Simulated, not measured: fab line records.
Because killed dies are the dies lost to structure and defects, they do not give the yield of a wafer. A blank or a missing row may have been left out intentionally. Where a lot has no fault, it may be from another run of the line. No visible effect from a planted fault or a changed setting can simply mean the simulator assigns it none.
The tool behind it: which one?    flow sky130    30 wafers from 10 lots sampled at 3 of the route's 708 steps

== WHAT THE GAUGES READ, wafer by wafer ==
SKY_VIA1_CD_MEAS_12 targets a cd of 150 nm.
lot   measured      on        cdNm (nm)
L342  day 34 04:36  cdSem-01  152.5 151.5 151.2
L343  day 34 12:04  cdSem-01  149.5 151.9 150.4
L349  day 36 10:13  cdSem-01  149.5 151.0 150.7
L350  day 37 07:36  cdSem-02  152.0 151.9 153.3
L357  day 39 01:35  cdSem-02  153.4 152.1 152.0
L359  day 39 19:53  cdSem-01  151.4 150.0 148.8
L361  day 40 13:41  cdSem-02  151.6 151.3 153.0
L362  day 40 16:53  cdSem-02  149.3 148.8 148.8
L364  day 40 19:19  cdSem-02  151.4 150.4 149.2
L363  day 40 22:03  cdSem-01  151.4 152.9 152.4

== EACH LOT AND THE TOOL THAT RAN IT (in order: tool; ch and the chambers of the sampled wafers; start) ==
lot   SKY_METAL1_SPUTTER_04        SKY_METAL1_DESCUM_17
L342  pvdSputter-01, day 31 20:21  rieMetal-02 ch 1, day 33 00:33
L343  pvdSputter-02, day 32 04:58  rieMetal-04 ch 0,1, day 33 08:26
L349  pvdSputter-01, day 34 04:51  rieMetal-04 ch 0,1, day 35 06:53
L350  pvdSputter-01, day 35 03:31  rieMetal-04 ch 0,1, day 36 05:05
L357  pvdSputter-01, day 36 21:32  rieMetal-04 ch 0,1, day 37 23:18
L359  pvdSputter-01, day 37 16:55  rieMetal-04 ch 0,1, day 38 18:20
L361  pvdSputter-01, day 38 10:27  rieMetal-01 ch 0,1, day 39 11:58
L362  pvdSputter-04, day 38 14:39  rieMetal-04 ch 1, day 39 15:29
L364  pvdSputter-02, day 38 17:48  rieMetal-01 ch 1, day 39 18:23
L363  pvdSputter-01, day 38 20:09  rieMetal-01 ch 0,1, day 39 20:38
- SKY_METAL1_SPUTTER_04: material TiN, target thk 70 nm, time 58.3 s.
- SKY_METAL1_DESCUM_17: chemistry O2, time 8 s.

== THE ANSWER, worked out from the rows above alone ==
Rule: the lots themselves supply what counts as usual. The widest of any qualifying gaps counts: lots, ordered by their means at a reading, are off when they make up no more than a third of the lots, leave a main group of 4 or more, and stand apart from it by 3 or more times the standard deviation of that group's means. A main group whose means are all the same, to the digits that the tables above print for the reading, isn't used. Also off: a lot with no number at a reading for which 4 or more lots have one. Where the step has rows for the other lots, those lots are counted as sound.
Nothing can be told from this: no lot is off at any reading shown.

== WHAT THE SIMULATOR PUT IN ==
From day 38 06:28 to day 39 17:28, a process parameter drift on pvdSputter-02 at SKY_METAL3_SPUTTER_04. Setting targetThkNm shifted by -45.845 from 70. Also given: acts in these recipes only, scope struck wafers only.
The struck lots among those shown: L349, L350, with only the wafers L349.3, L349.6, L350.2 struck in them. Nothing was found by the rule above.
